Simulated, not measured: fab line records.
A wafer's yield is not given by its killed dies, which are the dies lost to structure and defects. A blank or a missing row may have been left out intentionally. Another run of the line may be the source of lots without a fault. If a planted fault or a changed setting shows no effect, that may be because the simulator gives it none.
What tool caused it? || flow sky130 || 13 lots, 39 wafers sampled, at 4 steps of a route of 708

WHAT THE GAUGES READ, wafer by wafer
SKY_VIA4_OVL_MEAS_11. Usual: for VIA4_OVL the level is 0.9 nm and the standard deviation is 1.4.
{"lot": "L185", "measured": "day 42 22:57", "on": "overlay-02", "VIA4_OVL (nm)": "3.2 -0.6 0.8", "flag": ""}
{"lot": "L186", "measured": "day 43 06:31", "on": "overlay-01", "VIA4_OVL (nm)": "3.1 0.5 1.8", "flag": ""}
{"lot": "L187", "measured": "day 43 10:51", "on": "overlay-02", "VIA4_OVL (nm)": "-1.6 -1.9 -1.6", "flag": ""}
{"lot": "L191", "measured": "day 44 09:16", "on": "overlay-02", "VIA4_OVL (nm)": "0.1 -2.6 -0.8", "flag": ""}
{"lot": "L192", "measured": "day 44 17:49", "on": "overlay-02", "VIA4_OVL (nm)": "0.4 0.7 1.5", "flag": ""}
{"lot": "L193", "measured": "day 44 23:07", "on": "overlay-01", "VIA4_OVL (nm)": "1.7 2.4 2.6", "flag": ""}
{"lot": "L194", "measured": "day 45 07:06", "on": "overlay-01", "VIA4_OVL (nm)": "1.1 -1.3 -1.1", "flag": ""}
{"lot": "L195", "measured": "day 45 17:04", "on": "overlay-01", "VIA4_OVL (nm)": "1.2 2.0 -0.4", "flag": ""}
{"lot": "L196", "measured": "day 45 23:19", "on": "overlay-01", "VIA4_OVL (nm)": "1.1 1.6 -0.4", "flag": ""}
{"lot": "L197", "measured": "day 46 06:42", "on": "overlay-01", "VIA4_OVL (nm)": "2.1 -0.3 1.4", "flag": ""}
{"lot": "L201", "measured": "day 47 06:46", "on": "overlay-01", "VIA4_OVL (nm)": "-0.2 0.9 -0.3", "flag": ""}
{"lot": "L204", "measured": "day 47 21:25", "on": "overlay-01", "VIA4_OVL (nm)": "0.6 2.2 2.4", "flag": ""}
{"lot": "L205", "measured": "day 48 01:37", "on": "overlay-02", "VIA4_OVL (nm)": "1.6 2.3 1.8", "flag": ""}

SKY_METAL5_RS_MEAS_05: uses a four-point probe to measure. Usual: for METAL5_ALCU_RS the level is 0.0270 ohm/sq and the standard deviation is 0.00033.
{"lot": "L185", "measured": "day 43 00:31", "on": "film_metro-01", "METAL5_ALCU_RS (ohm/sq)": "0.0275 0.0271 0.0272", "flag": ""}
{"lot": "L186", "measured": "day 43 08:14", "on": "film_metro-04", "METAL5_ALCU_RS (ohm/sq)": "0.0266 0.0270 0.0269", "flag": ""}
{"lot": "L187", "measured": "day 43 12:25", "on": "film_metro-01", "METAL5_ALCU_RS (ohm/sq)": "0.0276 0.0273 0.0272", "flag": ""}
{"lot": "L191", "measured": "day 44 10:51", "on": "film_metro-04", "METAL5_ALCU_RS (ohm/sq)": "0.0269 0.0271 0.0271", "flag": ""}
{"lot": "L192", "measured": "day 44 19:23", "on": "film_metro-02", "METAL5_ALCU_RS (ohm/sq)": "0.0269 0.0270 0.0268", "flag": ""}
{"lot": "L193", "measured": "day 45 00:41", "on": "film_metro-04", "METAL5_ALCU_RS (ohm/sq)": "0.0272 0.0274 0.0271", "flag": ""}
{"lot": "L194", "measured": "day 45 08:41", "on": "film_metro-01", "METAL5_ALCU_RS (ohm/sq)": "0.0272 0.0274 0.0273", "flag": ""}
{"lot": "L195", "measured": "day 45 18:38", "on": "film_metro-01", "METAL5_ALCU_RS (ohm/sq)": "0.0266 0.0266 0.0268", "flag": ""}
{"lot": "L196", "measured": "day 46 00:56", "on": "film_metro-04", "METAL5_ALCU_RS (ohm/sq)": "0.0267 0.0268 0.0269", "flag": ""}
{"lot": "L197", "measured": "day 46 08:46", "on": "film_metro-02", "METAL5_ALCU_RS (ohm/sq)": "0.0272 0.0274 0.0271", "flag": ""}
{"lot": "L201", "measured": "day 47 08:21", "on": "film_metro-02", "METAL5_ALCU_RS (ohm/sq)": "0.0269 0.0274 0.0272", "flag": ""}
{"lot": "L204", "measured": "day 47 22:58", "on": "film_metro-04", "METAL5_ALCU_RS (ohm/sq)": "0.0269 0.0269 0.0267", "flag": ""}
{"lot": "L205", "measured": "day 48 03:19", "on": "film_metro-02", "METAL5_ALCU_RS (ohm/sq)": "0.0275 0.0278 0.0278", "flag": ""}

SKY_METAL5_THK_MEAS_06: measures by xrf. Usual: for METAL5_ALCU_THK the level is 1155 nm and the standard deviation is 16.
{"lot": "L185", "measured": "day 43 00:38", "on": "film_metro-01", "METAL5_ALCU_THK (nm)": "1135 1140 1140", "flag": ""}
{"lot": "L186", "measured": "day 43 08:20", "on": "film_metro-04", "METAL5_ALCU_THK (nm)": "1154 1141 1140", "flag": ""}
{"lot": "L187", "measured": "day 43 12:32", "on": "film_metro-01", "METAL5_ALCU_THK (nm)": "1124 1131 1136", "flag": ""}
{"lot": "L191", "measured": "day 44 10:58", "on": "film_metro-04", "METAL5_ALCU_THK (nm)": "1156 1146 1142", "flag": ""}
{"lot": "L192", "measured": "day 44 19:30", "on": "film_metro-02", "METAL5_ALCU_THK (nm)": "1173 1160 1180", "flag": ""}
{"lot": "L193", "measured": "day 45 00:47", "on": "film_metro-04", "METAL5_ALCU_THK (nm)": "1138 1138 1137", "flag": ""}
{"lot": "L194", "measured": "day 45 08:49", "on": "film_metro-01", "METAL5_ALCU_THK (nm)": "1144 1130 1123", "flag": ""}
{"lot": "L195", "measured": "day 45 18:45", "on": "film_metro-01", "METAL5_ALCU_THK (nm)": "1160 1170 1157", "flag": ""}
{"lot": "L196", "measured": "day 46 01:03", "on": "film_metro-04", "METAL5_ALCU_THK (nm)": "1162 1156 1154", "flag": ""}
{"lot": "L197", "measured": "day 46 08:53", "on": "film_metro-02", "METAL5_ALCU_THK (nm)": "1157 1151 1155", "flag": ""}
{"lot": "L201", "measured": "day 47 08:28", "on": "film_metro-02", "METAL5_ALCU_THK (nm)": "1168 1142 1152", "flag": ""}
{"lot": "L204", "measured": "day 47 23:05", "on": "film_metro-04", "METAL5_ALCU_THK (nm)": "1151 1152 1159", "flag": ""}
{"lot": "L205", "measured": "day 48 03:25", "on": "film_metro-02", "METAL5_ALCU_THK (nm)": "1145 1123 1129", "flag": ""}

WHICH TOOL RAN EACH LOT (tool, then ch and the chambers of the sampled wafers, then the start)
{"lot": "L185", "SKY_VIA2_HDPCVD_00": "hdpcvd-02 ch 0,1,2, day 35 10:18"}
{"lot": "L186", "SKY_VIA2_HDPCVD_00": "hdpcvd-02 ch 0,1,2, day 35 19:31"}
{"lot": "L187", "SKY_VIA2_HDPCVD_00": "hdpcvd-01 ch 0,2, day 36 02:07"}
{"lot": "L191", "SKY_VIA2_HDPCVD_00": "hdpcvd-01 ch 0,1,2, day 36 22:02"}
{"lot": "L192", "SKY_VIA2_HDPCVD_00": "hdpcvd-01 ch 1,2, day 37 11:11"}
{"lot": "L193", "SKY_VIA2_HDPCVD_00": "hdpcvd-02 ch 0,1, day 37 14:50"}
{"lot": "L194", "SKY_VIA2_HDPCVD_00": "hdpcvd-01 ch 0,1, day 38 00:41"}
{"lot": "L195", "SKY_VIA2_HDPCVD_00": "hdpcvd-01 ch 1,2, day 38 14:53"}
{"lot": "L196", "SKY_VIA2_HDPCVD_00": "hdpcvd-02 ch 1,2, day 38 19:59"}
{"lot": "L197", "SKY_VIA2_HDPCVD_00": "hdpcvd-01 ch 0,2, day 39 03:11"}
{"lot": "L201", "SKY_VIA2_HDPCVD_00": "hdpcvd-01 ch 0,2, day 40 07:45"}
{"lot": "L204", "SKY_VIA2_HDPCVD_00": "hdpcvd-01 ch 0,1,2, day 41 04:46"}
{"lot": "L205", "SKY_VIA2_HDPCVD_00": "hdpcvd-01 ch 0,2, day 41 06:55"}
- SKY_VIA2_HDPCVD_00: deposits SiO2, target thk 1180 nm, time 196.7 s.

AS READ BY THE TOOLS THEMSELVES (means over the sampled wafers that have a number; for cases with no such wafer, the mark the record gives instead)
The record holds no such reading with a usual standard deviation.

THE ANSWER, worked out from the rows above alone
Rule: a lot is off if the mean of its wafers that have a number lies more than 3 standard deviations from the usual mean. A lot without any number at a reading at which 4 lots or more have one is off too. Where the step has rows for the other lots, those lots are counted as sound. The gauges are gone through in route order, then the tools' own readings, and for those a lot's mean is taken as printed above. At the first step where some lot is off, the reading lying furthest off is the one used; lots without a number count as furthest.
No lot is off on any of the readings shown, so nothing can be concluded from this.

WHAT THE SIMULATOR HAD INSERTED
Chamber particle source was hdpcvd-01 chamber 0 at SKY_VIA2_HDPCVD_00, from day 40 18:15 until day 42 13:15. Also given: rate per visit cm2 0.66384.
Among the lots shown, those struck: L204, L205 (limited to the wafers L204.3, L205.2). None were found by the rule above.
